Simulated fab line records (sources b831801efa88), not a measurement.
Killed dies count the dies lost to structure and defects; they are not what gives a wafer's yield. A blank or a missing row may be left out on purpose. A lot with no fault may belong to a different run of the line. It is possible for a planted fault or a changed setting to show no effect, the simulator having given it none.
Chamber matching / flow sky130 / SKY_VIA2_ETCH_14 on rieDiel-03: 4 sister chambers
The step etches BARC in N2/H2, stops on SiO2, time 45.9 s, target depth 60 nm. 8 wafers are shown with their chamber, then 9 later ones without.

WAFERS, EACH WITH ITS CHAMBER
wafer=L079.3; chamber=2; drypumpMotorCurrentA (A)=6.4; throttleValvePct (%)=13.223
wafer=L079.6; chamber=3; drypumpMotorCurrentA (A)=5.4; throttleValvePct (%)=13.224
wafer=L081.1; chamber=2; drypumpMotorCurrentA (A)=6.4; throttleValvePct (%)=13.234
wafer=L082.1; chamber=1; drypumpMotorCurrentA (A)=6.0; throttleValvePct (%)=13.220
wafer=L082.6; chamber=0; drypumpMotorCurrentA (A)=5.8; throttleValvePct (%)=13.221
wafer=L086.2; chamber=3; drypumpMotorCurrentA (A)=5.4; throttleValvePct (%)=13.219
wafer=L086.3; chamber=0; drypumpMotorCurrentA (A)=5.9; throttleValvePct (%)=13.212
wafer=L086.4; chamber=1; drypumpMotorCurrentA (A)=6.1; throttleValvePct (%)=13.227

WAFERS WHOSE CHAMBER IS MISSING
wafer=L087.1; drypumpMotorCurrentA (A)=5.3; throttleValvePct (%)=13.222
wafer=L087.3; drypumpMotorCurrentA (A)=6.4; throttleValvePct (%)=13.220
wafer=L087.4; drypumpMotorCurrentA (A)=6.0; throttleValvePct (%)=13.229
wafer=L090.2; drypumpMotorCurrentA (A)=6.4; throttleValvePct (%)=13.241
wafer=L090.3; drypumpMotorCurrentA (A)=5.4; throttleValvePct (%)=13.221
wafer=L090.4; drypumpMotorCurrentA (A)=5.8; throttleValvePct (%)=13.225
wafer=L094.2; drypumpMotorCurrentA (A)=5.4; throttleValvePct (%)=13.224
wafer=L094.3; drypumpMotorCurrentA (A)=5.8; throttleValvePct (%)=13.234
wafer=L094.5; drypumpMotorCurrentA (A)=5.4; throttleValvePct (%)=13.225

EACH ONE'S CHAMBER
wafer=L087.1; from the rows above=3; in truth=3
wafer=L087.3; from the rows above=2; in truth=2
wafer=L087.4; from the rows above=1; in truth=1
wafer=L090.2; from the rows above=2; in truth=2
wafer=L090.3; from the rows above=3; in truth=3
wafer=L090.4; from the rows above=0; in truth=0
wafer=L094.2; from the rows above=3; in truth=3
wafer=L094.3; from the rows above=0; in truth=0
wafer=L094.5; from the rows above=3; in truth=3
Placed correctly: 9 of 9. Not placeable from these rows: 0. 0 placed wrongly.
How it was worked out, from the rows above alone: a wafer's distance from a chamber is the root of the sum, over the readings, of the square of ((its reading less the chamber's mean) divided by the reading's scatter). If the next closest chamber is less than 2 further off than the closest, the wafer can't be placed; otherwise it belongs to the closest. For every chamber, the mean is computed from those of its wafers that are shown. How the scatter is found: for the shown wafers, subtract from each reading the mean of its chamber, square and add these, divide the total by (wafers less chambers), then take the root.
